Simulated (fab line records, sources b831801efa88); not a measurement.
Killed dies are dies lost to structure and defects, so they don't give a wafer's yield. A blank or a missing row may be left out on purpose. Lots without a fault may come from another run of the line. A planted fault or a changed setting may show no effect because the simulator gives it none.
Problem report in the 8D (eight disciplines) form, filled by code | flow gf180mcu | the parts of the form that need people (team, actions taken, sign-off) are left out

1. THE PROBLEM
cd_nm at GF_M1_CD_MEAS_14 reads a mean of 220.5 nm on 6 wafers of 2 lots; wafers without a fault read 230.1 nm with a standard deviation of 1.1. That is -8.7 standard deviations from the usual mean.
The step: target cd 230 nm.
First seen on wafer L506.2, day 22 16:25, on cd_sem-01. The record holds 36 wafers of 12 lots with a number at this step. Rule for "out", or "out of limits": more than 4 standard deviations from the usual mean. The other wafers with a number count as sound.

2. WHAT IT IS AND WHAT IT IS NOT
question                    | is                     | is not
which readings at this step | cd_nm                  | -
which lots                  | L506, L508             | L491, L492, L493, L495, L497, L498, L499, L501, L510, L514
which wafers of those lots  | all that have a number | -
read on which gauges        | cd_sem-01, cd_sem-02   | -
when                        | from day 22 16:25      | up to then (24 sound wafers); but 6 sound wafers of L510, L514 came after

3. SUSPECTS, AND WHAT RULES EACH OUT
Counting: a tool at a process step up to the reading stays a suspect if it ran every lot that is out and no sound lot after the first of them.
- the gauge at GF_M1_CD_MEAS_14: ruled out. The wafers that are out were read on 2 gauges (cd_sem-01, cd_sem-02).
- pvd_sputter-01 at GF_M1_SPUTTER_02 (material AlCu, target thk 450 nm, time 23.9 s): ruled out as a lasting fault. Sound lots L510 ran on it after its first lot that is out, L506 (day 21 17:19).
- krf_scanner-01 at GF_M1_EXPOSE_11 (exposes mask Metal1, target cd 230 nm): kept. It ran every lot that is out, first L506 (day 22 05:14), and no sound lot after that; its last sound lot up to then is L499 (day 19 18:31). Its own readings are out on those wafers: exposure_dose_mJ_cm2.
Left after counting: krf_scanner-01 at GF_M1_EXPOSE_11.

4. THE CAUSE (what the simulator had put in)
Process parameter drift: krf_scanner-01, from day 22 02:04 on, at GF_M1_EXPOSE_11. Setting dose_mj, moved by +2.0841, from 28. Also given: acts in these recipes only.
Counting left only this tool.

5. THE CHAIN OF EFFECTS, in route order
Each row: a reading whose mean over the struck wafers that have a number lies more than 3 standard deviations from the usual. Only readings for which the record gives a usual standard deviation are gone through. hours: the time from each lot's start at the first step in this table that gives one to its start at this step, as a median over the lots. sigmas: the change in usual standard deviations.
hours | step             | reading              | usual    | on struck wafers | change | sigmas
0     | GF_M1_EXPOSE_11  | exposure_dose_mJ_cm2 | 27.96    | 29.83            | +1.87  | +60
11    | GF_M1_CD_MEAS_14 | cd_nm                | 230.1 nm | 220.5            | -9.6   | -8.7
The process steps in it:
- GF_M1_EXPOSE_11: exposes mask Metal1, target cd 230 nm.
Later measuring or inspecting steps at which every struck wafer that the step has a row for has a number for every such reading, and none has moved that far: GF_M1_OVL_MEAS_15.

6. WHAT WOULD HAVE CAUGHT IT SOONER
In this record the first reading out of limits at a measuring or inspecting step was taken at day 22 16:25, 14 hours after the fault began at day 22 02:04.
The tool's own readings at GF_M1_EXPOSE_11 were out on every struck wafer that the step has a row for (exposure_dose_mJ_cm2): an alarm limit on them would have fired on the first of those.
Of the lots that are out (2), L508 began GF_M1_EXPOSE_11 on krf_scanner-01 after day 22 16:25. A hold on the tool at that time would have spared it.
